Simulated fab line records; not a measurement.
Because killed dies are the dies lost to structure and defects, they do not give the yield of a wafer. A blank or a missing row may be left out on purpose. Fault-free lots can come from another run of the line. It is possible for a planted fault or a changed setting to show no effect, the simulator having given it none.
One fault through the eyes of 2 desks / flow sky130 / every desk sees just its own numbers, and what lay behind them comes last

## METROLOGY DESK
Lot by lot, what the gauges showed, no matter which tool ran the lot: averages of those sampled wafers that carry a number. If a lot's mean is further than 4 standard deviations from the usual mean, the lot is out of limits and carries the mark OUT (the distance appears in the brackets).
Columns: A = VIA2_OVL at SKY_VIA2_OVL_MEAS_13, usual -2 nm; B = VIA2_W_RS at SKY_VIA2_RS_MEAS_22, usual 0.273 ohm/sq; C = VIA2_W_THK at SKY_VIA2_THK_MEAS_23, usual 448 nm
lot=L800; first seen here=day 36 21:19; A=2; B=0.277; C=436
lot=L801; first seen here=day 37 04:28; A=2; B=0.268; C=449
lot=L809; first seen here=day 39 15:08; A=3; B=0.272; C=442
lot=L808; first seen here=day 39 22:08; A=-2; B=0.275; C=445
lot=L810; first seen here=day 40 00:20; A=-7; B=0.271; C=459
lot=L817; first seen here=day 41 16:01; A=-8; B=0.271; C=449
lot=L821; first seen here=day 42 21:13; A=-2; B=0.275; C=435
This desk's finding: nothing out of limits on any of the 7 lots.

## AT THE TOOL OWNER'S DESK: pvd_sputter-02
The tool's own readings at SKY_METAL3_SPUTTER_00 (material Ti, target thk 15 nm, time 10 s): means of the sampled wafers that have a number, for each lot that ran on this tool. If a lot's mean is further than 4 standard deviations from the usual mean, the lot is out of limits and carries the mark OUT (the distance appears in the brackets).
Columns: A = cathode_dc_power_W at SKY_METAL3_SPUTTER_00, usual 3000.0 W; B = chamber_pressure_pa at SKY_METAL3_SPUTTER_00, usual 0.4000 Pa; C = throttle_valve_pct at SKY_METAL3_SPUTTER_00, usual 29.3 %
lot=L801; first seen here=day 37 05:53; A=3000.4; B=0.3995; C=29.6
This desk's finding: nothing out of limits on the one lot.

## PUT TOGETHER
The metrology desk saw nothing out of limits.
Nothing out of limits was seen by the tool owner's desk.

## WHAT HAD BEEN PUT IN BY THE SIMULATOR
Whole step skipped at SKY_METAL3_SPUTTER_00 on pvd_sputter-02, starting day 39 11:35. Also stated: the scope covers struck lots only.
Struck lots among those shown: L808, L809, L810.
